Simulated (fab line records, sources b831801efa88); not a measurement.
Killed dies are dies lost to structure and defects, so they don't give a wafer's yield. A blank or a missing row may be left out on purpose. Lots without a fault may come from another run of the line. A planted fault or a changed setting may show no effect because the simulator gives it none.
fab line records | flow sky130
record lots=5 wafers=15 last_day=50
route steps=708 shown POLY_GATE@219
lots that met no fault: from a run of the same line without faults
start_h: hours from the record's first day to the start of the lot's first wafer shown | wait_h: hours since the lot's step before | " the same as in the row above | L1.1+2: a row that stands for several wafers | - no value, or no start given | * or withheld: withheld | < > ~ a bound
route shown NAME@n: a module of which the file shows steps, and the number in the route of the first | usual: mean/standard deviation of fault-free wafers | same: alike in all rows | chamber/n: place in a boat | sites: the reading at each site | _std_site: their standard deviation | _edge_site: outer sites' mean less inner sites' | radius_mm: how far each site lies from the wafer's centre | mask NAME#n: copy n | behind: the tool/chamber that last shaped the wafer | hold: why the lot was held/for how many hours/how that ended | device: the transistor (n, p or np) that didn't switch | end of line: the same wafers' tests at the end of the route | a step without rows: its recipe alone | killed: dies lost to structure and defects at the first sort, not the wafer's yield | map: a wafer's dies, x killed, . not, _ none there
set.NAME: the setting as run; set.NAME@STEP: as run at that earlier step | model.NAME: the simulator's own value behind a step, which no gauge read
lots at some steps of the route; a table a step, a row a wafer
services: from which hour (start_h, from the record's first day; less than 0 if before it) a tool's chamber was out of use, for how many hours, and why
## steps
# step SKY_POLY_GATE_DEHYDRATE_05
# recipe temp_c=200 time_s=60
# step SKY_POLY_GATE_HMDS_06
# recipe prime_time_s=60 prime_temp_c=120
# step SKY_POLY_GATE_COAT_07
# recipe resist=BARC temp_c=withheld time_s=withheld spin_rpm=3000 resist_thk_nm=110
# step SKY_POLY_GATE_COAT_08
# recipe resist=KrF-thick spin_rpm=3000 resist_thk_nm=450
# step SKY_POLY_GATE_SOFTBAKE_09
# recipe temp_c=100 time_s=90 resist=KrF-thick
# step SKY_POLY_GATE_EXPOSE_10
# recipe mask_id=P1M na=0.68 source_shape=conventional sigma_outer=0.6 target_cd_nm=150 dose_mj=28
# step SKY_POLY_GATE_PEB_11
# recipe peb_temp_c=withheld peb_time_s=withheld resist=KrF-thick
# step SKY_POLY_GATE_DEVELOP_12
# recipe develop_time_s=60 resist=KrF-thick dev_temp_c=21
# step SKY_POLY_GATE_CD_MEAS_13
# recipe target_cd_nm=150
# usual cd_nm=149.9/1.3
# columns lot.wafer tool chamber start_h wait_h cd_nm
L726.1 cd_sem-01 - 373.37 - 147.6
L726.5 " - " " 147.8
L726.6 " - " " 147.6
L735.3 cd_sem-01 - 463.58 - 150.3
L735.4 " - " " 150.0
L735.6 " - " " 148.8
L738.2 cd_sem-01 - 493.99 - 150.0
L738.4 " - " " 150.4
L738.5 " - " " 150.3
L745.1 cd_sem-02 - 544.72 - 149.3
L745.2 " - " " 149.0
L745.6 " - " " 147.9
L747.2 cd_sem-02 - 554.49 - 147.9
L747.3 " - " " 148.6
L747.4 " - " " 148.4
# step SKY_POLY_GATE_OVL_MEAS_14
# usual POLY_GATE_OVL=-5/4.8
# columns lot.wafer tool chamber start_h wait_h POLY_GATE_OVL[nm]
L726.1 overlay-01 - 373.49 0.1 1
L726.5 " - " " 2
L726.6 " - " " -9
L735.3 overlay-01 - 463.67 0.1 -1
L735.4 " - " " -17
L735.6 " - " " -8
L738.2 overlay-01 - 494.09 0.1 -3
L738.4 " - " " -7
L738.5 " - " " 3
L745.1 overlay-01 - 544.84 0.1 -9
L745.2 " - " " 0
L745.6 " - " " -2
L747.2 overlay-02 - 554.59 0.1 -8
L747.3 " - " " -14
L747.4 " - " " -5
# step SKY_POLY_GATE_ETCH_15
# recipe chemistry=N2/H2 target=BARC ion_energy_ev=200 source_w=500 bias_w=100 pressure_mtorr=30 n2_flow_sccm=100 h2_flow_sccm=200 stop_on=SiO2 time_s=118.5 target_depth_a=1100
# usual drypump_motor_current_A=5.8/0.46 n2_flow_sccm=99.97/0.3 oes_product_au=0.716/0.0047 run_length_s=146.6/0.47 throttle_valve_pct=13.213/0.0095
# columns lot.wafer tool chamber start_h wait_h drypump_motor_current_A n2_flow_sccm oes_product_au rf_hours_counter_h run_length_s throttle_valve_pct
L726.1 rie_diel-03 1 373.52 0.0 4.8 99.76 0.717 7 147.0 13.211
L726.5 " 3 " " 6.0 99.89 0.721 - 147.4 13.218
L726.6 " 0 " " 6.0 100.11 0.709 - 146.9 13.223
L735.3 rie_diel-02 3 463.69 0.0 6.2 100.26 0.708 64 146.1 13.212
L735.4 " 2 " " 5.9 100.01 0.712 83 146.6 13.214
L735.6 " 1 " " 5.4 99.66 0.716 - 146.8 13.219
L738.2 rie_diel-02 3 494.12 0.0 6.1 100.14 0.722 64 146.0 13.215
L738.4 " 1 " " 5.5 99.45 0.722 12 146.6 13.223
L738.5 " 1 " " 5.5 99.54 0.719 - 146.6 13.197
L745.1 rie_diel-02 0 544.87 0.0 5.8 99.65 0.718 8 145.9 13.222
L745.2 " 1 " " 5.5 100.08 0.725 13 146.6 13.211
L745.6 " 1 " " 5.5 100.34 0.717 - 147.3 13.213
L747.2 rie_diel-02 1 554.62 0.0 5.5 100.07 0.714 13 146.4 13.200
L747.3 " 0 " " 5.8 100.12 0.719 9 145.9 13.195
L747.4 " 3 " " 6.1 99.74 0.714 66 146.2 13.213
# step SKY_POLY_GATE_ETCH_16
# recipe stop_on=poly-Si chemistry=CH3F/O2 target=Si3N4 source_w=400 bias_w=80 pressure_mtorr=25 ch3f_flow_sccm=40 O2_flow_sccm=30 time_s=147.5 target_depth_a=750
# usual ch3f_flow_sccm=40.00/0.12 drypump_motor_current_A=5.8/0.46 oes_product_au=0.640/0.005 run_length_s=175.7/0.51 throttle_valve_pct=10.535/0.0092
# columns lot.wafer tool chamber start_h wait_h ch3f_flow_sccm drypump_motor_current_A oes_product_au rf_hours_counter_h run_length_s throttle_valve_pct
L726.1 rie_diel-03 1 373.61 0.0 40.03 4.8 0.639 7 175.9 10.544
L726.5 " 3 " " 40.06 6.0 0.642 - 176.6 10.541
L726.6 " 0 " " 39.81 6.0 0.643 - 176.2 10.531
L735.3 rie_diel-02 3 463.78 0.0 40.28 6.1 0.649 64 175.1 10.526
L735.4 " 2 " " 39.84 5.9 0.633 83 175.0 10.545
L735.6 " 1 " " 39.98 5.4 0.641 - 176.1 10.535
L738.2 rie_diel-02 3 494.20 0.0 40.03 6.1 0.637 64 175.2 10.545
L738.4 " 1 " " 39.86 5.5 0.641 12 175.6 10.531
L738.5 " 1 " " 39.87 5.5 0.637 - 175.9 10.536
L745.1 rie_diel-02 0 544.95 0.0 39.89 5.8 0.636 8 175.4 10.525
L745.2 " 1 " " 39.84 5.5 0.643 13 176.1 10.539
L745.6 " 1 " " 40.07 5.5 0.645 - 175.8 10.523
L747.2 rie_diel-02 1 554.70 0.0 40.03 5.5 0.643 13 175.7 10.520
L747.3 " 0 " " 40.20 5.8 0.633 9 175.5 10.539
L747.4 " 3 " " 39.96 6.2 0.644 66 175.1 10.527
# step SKY_POLY_GATE_ETCH_17
# recipe target_depth_nm=180 stop_on=SiO2 over_etch_frac=0.56667 chemistry=HBr/Cl2 target=poly-Si icp_w=400 bias_w=100 pressure_mtorr=10 HBr_flow_sccm=150 Cl2_flow_sccm=50 time_s=70.5
# usual drypump_motor_current_A=5.6/0.58 oes_product_au=0.989/0.0067 run_length_s=98.9/0.44 throttle_valve_pct=33.684/0.009
# columns lot.wafer tool chamber start_h wait_h drypump_motor_current_A oes_product_au rf_hours_counter_h run_length_s throttle_valve_pct model.etch.depth_nm model.POLY_GATE.feature_depth_nm model.KrF-thick_of_POLY_GATE_COAT_08.thk_nm
L726.1 rie_si-01 0 373.70 0.0 5.6 1.004 2 98.7 33.688 179.2 179.2 134.6
L726.5 " 2 " " 5.6 0.984 - 99.0 33.692 179.7 179.7 138.4
L726.6 " 3 " " 6.0 0.986 - 98.6 33.678 178.9 178.9 136.7
L735.3 rie_si-02 3 463.88 0.0 6.7 0.997 0 98.6 33.689 180.7 180.7 141.6
L735.4 " 0 " " 4.7 0.998 1 98.7 33.693 181.3 181.3 140.4
L735.6 " 2 " " 5.4 0.978 - 98.0 33.685 177.2 177.2 134.9
L738.2 rie_si-01 0 494.30 0.0 5.7 0.986 2 98.9 33.689 179.6 179.6 144
L738.4 " 3 " " 6.0 1.017 4 87.1 33.679 155.1 155.1 151.3
L738.5 " 2 " " 5.6 0.985 - 98.8 33.681 179.4 179.4 136.8
L745.1 rie_si-02 3 545.05 0.0 6.7 1.001 0 99.2 33.669 179.4 179.4 137.8
L745.2 " 0 " " 4.8 0.990 1 98.8 33.679 179.3 179.3 135.2
L745.6 " 3 " " 6.7 0.990 - 99.1 33.695 178.1 178.1 135.2
L747.2 rie_si-02 0 554.80 0.0 4.7 0.990 1 98.9 33.678 178.3 178.3 139.2
L747.3 " 1 " " 5.0 0.984 1 99.7 33.688 178.5 178.5 139.7
L747.4 " 3 " " 6.7 0.996 1 98.9 33.699 179.3 179.3 144.5
# step SKY_POLY_GATE_STRIP_18
# recipe chemistry=O2/N2 power_w=1400 pressure_mtorr=1500 platen_temp_c=withheld o2_flow_sccm=3000 n2_flow_sccm=300 overash_fraction=0.5
# usual drypump_motor_current_A=5.7/0.44 n2_flow_sccm=300.0/0.84 oes_product_au=0.361/0.0045 strip_time_to_endpoint_s=3.16/0.034
# columns lot.wafer tool chamber start_h wait_h drypump_motor_current_A n2_flow_sccm oes_product_au rf_hours_counter_h strip_time_to_endpoint_s
L726.1 plasma_asher-02 0 373.76 0.0 6.4 300.7 0.359 51 3.12
L726.5 " 1 " " 5.9 299.8 0.362 - 3.15
L726.6 " 0 " " 6.4 301.1 0.366 - 3.15
L735.3 plasma_asher-02 0 463.97 0.1 6.4 298.7 0.355 - 3.19
L735.4 " 1 " " 5.9 300.2 0.363 - 3.16
L735.6 " 0 " " 6.4 300.6 0.350 - 3.11
L738.2 plasma_asher-02 1 494.36 0.0 5.9 299.5 0.359 62 3.21
L738.4 " 0 " " 6.4 298.8 0.370 - 3.30
L738.5 " 1 " " 5.9 300.2 0.355 - 3.15
L745.1 plasma_asher-02 1 545.11 0.0 5.9 300.6 0.356 68 3.16
L745.2 " 0 " " 6.4 299.1 0.361 68 3.13
L745.6 " 1 " " 5.9 301.4 0.366 - 3.13
L747.2 plasma_asher-02 0 554.86 0.0 6.4 299.1 0.359 69 3.16
L747.3 " 0 " " 6.4 300.2 0.360 - 3.17
L747.4 " 1 " " 5.9 301.1 0.364 - 3.22
# step SKY_POLY_GATE_CLEAN_19
# recipe chemistry=SC1/SC2 mix=1:4:20 temp_c=70 time_s=150 dry=n2_spin
## services
# columns tool chamber start_h hours kind
rie_diel-02 3 354.61 3.8 repair
rie_si-02 0 362.53 - clean
rie_si-02 0 362.53 20.6 scheduled_down
rie_si-02 0 362.53 20.6 vent_cycle
rie_si-02 1 383.13 - clean
rie_si-02 1 383.13 22.8 scheduled_down
rie_si-02 1 383.13 22.8 vent_cycle
rie_si-02 0 391.91 8.0 repair
rie_si-02 2 405.91 - clean
rie_si-02 2 405.91 16.3 scheduled_down
rie_diel-02 3 412.81 5.5 repair
rie_diel-02 - 437.88 0.3 repair
rie_diel-02 0 443.66 4.8 repair
rie_diel-03 0 445.46 9.3 repair
rie_diel-02 2 454.26 4.1 repair
rie_si-01 3 463.21 3.3 repair
rie_si-01 - 470.57 14.6 pm
plasma_asher-02 - 477.91 0.9 repair
rie_si-02 - 508.92 2.8 pm
rie_diel-02 2 532.86 - clean
rie_diel-02 2 532.86 13.6 scheduled_down
rie_diel-02 2 532.86 13.6 vent_cycle
rie_diel-02 0 534.37 2.1 repair
rie_diel-02 - 541.70 0.3 repair
## key
first_sign step=SKY_POLY_GATE_ETCH_17 reading=run_length_s direction=down sigmas=27 usual=* struck=*
effect step=SKY_POLY_GATE_ETCH_17 reading=oes_product_au direction=up sigmas=4.2 usual=0.989 struck=1.017
effect step=SKY_POLY_GATE_STRIP_18 reading=strip_time_to_endpoint_s direction=up sigmas=4.2 usual=* struck=*
model_effect step=SKY_POLY_GATE_ETCH_17 value=etch.depth_nm without=180 struck=155.1
met_at SKY_POLY_GATE_ETCH_17
struck_wafers L738.4
later_rows_left_out L738.4
sort_left_out L738.4
tester_left_out L738
onset_between 373.70 494.30
fault kind=process_parameter_drift tool=rie_si-01 chamber=3 onset_h=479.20 steps=SKY_POLY_GATE_ETCH_17 channel=time_s offset=* shape=step end_h=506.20 acts_in=* stated=*
# tester_left_out: of these lots the tester's yield and bins aren't shown, on N5 and GAA mostly nor the transistor test; their killed dies are dies lost to structure and defects alone, not to doping, threshold or leakage, so they don't give the yield
# sort_left_out: the simulated sort isn't trusted on such a fault, so these wafers' sort isn't shown, and their yield isn't known
# later_rows_left_out: the simulator's readings of these wafers behind a module that went badly wrong aren't trusted and aren't shown, but for the sort
